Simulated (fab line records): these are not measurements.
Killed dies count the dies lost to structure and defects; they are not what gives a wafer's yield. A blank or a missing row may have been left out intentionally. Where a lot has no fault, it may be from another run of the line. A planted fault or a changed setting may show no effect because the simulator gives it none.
Chamber matching / flow gf180mcu / GF_V2_CVD_02 on pecvd-04 has 3 sister chambers
The step deposits SiO2 from TEOS, target thk 850 nm, time 94.851 s. 6 wafers are shown with their chamber, then 12 later ones without.

WAFERS, EACH WITH ITS CHAMBER
wafer=L086.5; chamber=2; heater power w (W)=722
wafer=L089.1; chamber=1; heater power w (W)=635
wafer=L089.2; chamber=2; heater power w (W)=713
wafer=L090.1; chamber=0; heater power w (W)=648
wafer=L090.3; chamber=1; heater power w (W)=540
wafer=L090.5; chamber=0; heater power w (W)=701

WAFERS WITHOUT THEIR CHAMBER
wafer=L094.2; heater power w (W)=647
wafer=L094.4; heater power w (W)=698
wafer=L094.5; heater power w (W)=772
wafer=L095.1; heater power w (W)=684
wafer=L095.2; heater power w (W)=633
wafer=L095.3; heater power w (W)=723
wafer=L095.4; heater power w (W)=513
wafer=L095.5; heater power w (W)=778
wafer=L095.6; heater power w (W)=726
wafer=L096.2; heater power w (W)=760
wafer=L096.5; heater power w (W)=705
wafer=L096.6; heater power w (W)=793

WHICH CHAMBER EACH ONE RAN IN
wafer=L094.2; from the rows above=can't be placed: 0 or 1 or 2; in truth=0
wafer=L094.4; from the rows above=can't be placed: 2 or 0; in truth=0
wafer=L094.5; from the rows above=can't be placed: 2 or 0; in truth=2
wafer=L095.1; from the rows above=can't be placed: 0 or 2 or 1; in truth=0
wafer=L095.2; from the rows above=can't be placed: 0 or 1 or 2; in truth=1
wafer=L095.3; from the rows above=can't be placed: 2 or 0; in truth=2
wafer=L095.4; from the rows above=can't be placed: 1 or 0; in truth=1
wafer=L095.5; from the rows above=can't be placed: 2 or 0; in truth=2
wafer=L095.6; from the rows above=can't be placed: 2 or 0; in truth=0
wafer=L096.2; from the rows above=can't be placed: 2 or 0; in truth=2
wafer=L096.5; from the rows above=can't be placed: 2 or 0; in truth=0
wafer=L096.6; from the rows above=can't be placed: 2 or 0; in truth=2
Correctly placed: 0 of 12. Unplaceable from these rows: 12, with the true chamber sitting among the candidates in 12. Placed wrongly: 0.
How it was worked out, from the rows above alone: a wafer's distance from a chamber is the root of the sum, over the readings, of the square of ((its reading less the chamber's mean) divided by the reading's scatter). The wafer belongs to the nearest chamber; if the next one is less than 2 further off, it can't be placed. Each chamber's mean is taken over the wafers shown for it. The scatter is the square root of a quotient: the sum, over the shown wafers, of each reading's squared deviation from its chamber's mean, divided by wafers minus chambers.
